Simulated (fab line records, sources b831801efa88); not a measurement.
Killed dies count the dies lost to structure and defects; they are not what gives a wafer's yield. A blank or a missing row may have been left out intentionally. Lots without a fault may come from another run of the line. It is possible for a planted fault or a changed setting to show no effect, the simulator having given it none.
Which tool was responsible? | flow sky130 | 11 lots with 33 wafers sampled at 2 steps, on a route of 708 steps

== WHAT THE GAUGES SHOWED, per wafer ==
SKY_POLY_GATE_THK_MEAS_01.
lot  | measured     | on            | POLY_GATE_CVD_00_THK (nm)
L337 | day 14 04:37 | film_metro-03 | 179.4 180.2 181.2
L338 | day 14 08:53 | film_metro-03 | 180.9 180.3 181.6
L340 | day 15 13:34 | film_metro-02 | 181.2 181.4 183.1
L342 | day 16 02:47 | film_metro-03 | 178.8 179.7 177.6
L343 | day 16 02:49 | film_metro-04 | 179.8 179.6 178.5
L344 | day 17 07:41 | film_metro-02 | 181.0 180.8 179.9
L349 | day 18 22:00 | film_metro-03 | 156.1 155.5 154.0 156.1 155.5 154.1
L351 | day 19 05:05 | film_metro-03 | 154.2 155.2 154.5 154.2 155.2 154.5
L350 | day 19 06:16 | film_metro-04 | 154.1 154.4 156.1 154.0 154.3 156.2
L359 | day 21 23:59 | film_metro-04 | 178.8 180.9 180.2
L360 | day 22 04:31 | film_metro-02 | 182.3 182.3 182.4

== WHAT TOOL EACH LOT RAN ON (gives the tool, then ch and the chambers of the sampled wafers, and finally the start) ==
lot  | SKY_POLY_GATE_CVD_00
L337 | lpcvd-01 ch 0, day 14 03:25
L338 | lpcvd-01 ch 0, day 14 07:41
L340 | lpcvd-01 ch 1, day 15 12:22
L342 | lpcvd-01 ch 1, day 16 00:59
L343 | lpcvd-01 ch 0, day 16 00:59
L344 | lpcvd-01 ch 1, day 17 06:28
L349 | lpcvd-01 ch 0, day 18 20:48
L351 | lpcvd-01 ch 0, day 19 03:51
L350 | lpcvd-01 ch 0, day 19 05:03
L359 | lpcvd-01 ch 0, day 21 22:46
L360 | lpcvd-01 ch 1, day 22 03:19
- SKY_POLY_GATE_CVD_00: deposits poly-Si, target thk 180 nm, time 720 s.

== THE ANSWER, worked out from the rows above alone ==
Rule: the lots themselves supply what counts as usual. The widest of any qualifying gaps counts: lots, ordered by their means at a reading, are off when they make up no more than a third of the lots, leave a main group of 4 or more, and stand apart from it by 3 or more times the standard deviation of that group's means. If all means in a main group match to the digits the tables above print for the reading, that group is not used. A lot without any number at a reading at which 4 lots or more have one is off too. The other lots that the step has rows for count as sound.
Off: L349, L351, L350, at SKY_POLY_GATE_THK_MEAS_01 (POLY_GATE_CVD_00_THK). For the main group the mean is 180.5 nm and the standard deviation 1.1.
If a tool, at a process step before that reading, ran all the lots that are off and no sound lot after the first of them, it fits. The gauges at SKY_POLY_GATE_THK_MEAS_01 are tried like those tools. None of those tried fits.

== WHAT HAD BEEN PUT IN BY THE SIMULATOR ==
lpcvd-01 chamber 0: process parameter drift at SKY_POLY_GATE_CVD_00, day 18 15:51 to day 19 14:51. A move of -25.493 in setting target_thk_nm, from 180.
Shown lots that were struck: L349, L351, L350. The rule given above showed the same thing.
